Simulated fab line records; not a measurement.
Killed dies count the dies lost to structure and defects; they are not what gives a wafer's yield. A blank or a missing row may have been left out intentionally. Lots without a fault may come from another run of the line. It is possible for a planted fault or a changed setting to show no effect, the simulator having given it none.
A lot that was struck, set against a sound lot -- flow sfqLine -- 14 steps out of a route of 325
Sound: wafers L106.2, L106.4, L106.5. Struck: wafer L120.1 (left out: L120.4, a lot-mate that was not struck); the cause follows at the end.
For every step that has rows: the tool of each side, followed by ch and its chambers, followed by its first start. Under that, the readings that differ: sound wafers -- struck wafers -- difference of the means -- sigmas: that difference in standard deviations of wafers without a fault.
alike: words and numbers the same on both sides, and readings whose means are apart by under 2 such deviations; not compared: readings that were withheld, readings missing a value for some wafer, numbers with overlapping values and no deviation given by the record, and bounds like >300 which may hide the same value.
A row with sigmas, a row that says differs or no value, or rows on one side alone: a step with any of these is where the two part. When numbers do not overlap yet have no deviation, they are printed without sigmas and do not part them. A reading missing from all wafers of one side parts the sides only when that side holds two or more wafers.

first, 2 steps without rows for these wafers: SFQ_TRILAYER_C5_STRIP_SOLV_CLEAN_156 (cleans in NMP, time 600 s); SFQ_TRILAYER_M6_DEP_PRE_CLEAN_158 (time 22.5 s).
SFQ_TRILAYER_M6_DEP_SPUTTER_157: material Nb, target thk 200 nm, time 133.3 s.
  struck on pvdSputter-05, day 62 14:46; sound on pvdSputter-03, day 57 20:23
  alike: throttleValvePct
SFQ_M6_RS_MEAS_938: uses a four-point probe to measure.
  struck on filmMetro-04, day 62 14:51; sound on filmMetro-04, day 57 20:29
  alike: M6_NB_RS
then, 6 steps without rows for these wafers: SFQ_TRILAYER_M6_LITHO_COAT_164 (resist thk 62 nm); SFQ_TRILAYER_M6_LITHO_COAT_159 (resist thk 600 nm); SFQ_TRILAYER_M6_LITHO_SOFTBAKE_163; SFQ_TRILAYER_M6_LITHO_EXPOSE_160 (exposes mask M6, target cd 500 nm); SFQ_TRILAYER_M6_LITHO_PEB_162 (peb time 60 s); SFQ_TRILAYER_M6_LITHO_DEVELOP_161 (time 60 s).
SFQ_M6_OVL_MEAS_940:
  struck on overlay-01, day 63 13:44; sound on overlay-02, day 59 05:58
  alike: M6_OVL
SFQ_TRILAYER_M6_BARC_OPEN_METAL_ETCH_206: etches BARC in O2, target depth 125 nm, time 41.7 s.
  sound on rieMetal-04 ch 0,1, day 59 05:59; struck on rieMetal-01 ch 1, day 63 13:46
reading,sound,struck,difference,sigmas
oesProductAu (a.u.),0.687 0.688 0.677,0.881,+0.197,+42
runLengthS (s),70.0 70.3 70.1,58.2,-11.9,-36
model.KrF_of_TRILAYER_M6_LITHO_COAT_159.thkNm (nm),521.9 522.4 520,537.6,+16.2,
  alike: drypumpMotorCurrentA
  not compared: rfFwdPowerW, rfHoursCounterH
SFQ_TRILAYER_M6_ETCH_METAL_ETCH_162: etches Nb in Cl2/Ar, stops on SiO2, target depth 240 nm, time 120 s.
  sound on rieMetal-04 ch 0,1, day 59 06:03; struck on rieMetal-01 ch 1, day 63 13:53
reading,sound,struck,difference,sigmas
model.KrF_of_TRILAYER_M6_LITHO_COAT_159.thkNm (nm),379.2 376.1 379.4,400.2,+22.0,
  alike: drypumpMotorCurrentA, oesProductAu, rfFwdPowerW, runLengthS
  not compared: rfHoursCounterH
SFQ_TRILAYER_M6_STRIP_STRIP_163: strips in O2.
  sound on rieMetal-04 ch 0,1, day 59 06:11; struck on rieMetal-01 ch 1, day 63 14:08
  alike: drypumpMotorCurrentA, oesProductAu, platenTempC
  not compared: rfHoursCounterH

== WHERE THEY PART ==
Only at SFQ_TRILAYER_M6_BARC_OPEN_METAL_ETCH_206, as far as this record shows. Later steps at which nothing parts them and some readings are alike: SFQ_TRILAYER_M6_ETCH_METAL_ETCH_162, SFQ_TRILAYER_M6_STRIP_STRIP_163.

WHY: the cause the simulator had injected
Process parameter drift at SFQ_TRILAYER_M6_BARC_OPEN_METAL_ETCH_206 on rieMetal-01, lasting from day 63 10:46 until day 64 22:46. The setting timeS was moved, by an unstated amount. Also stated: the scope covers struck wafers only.
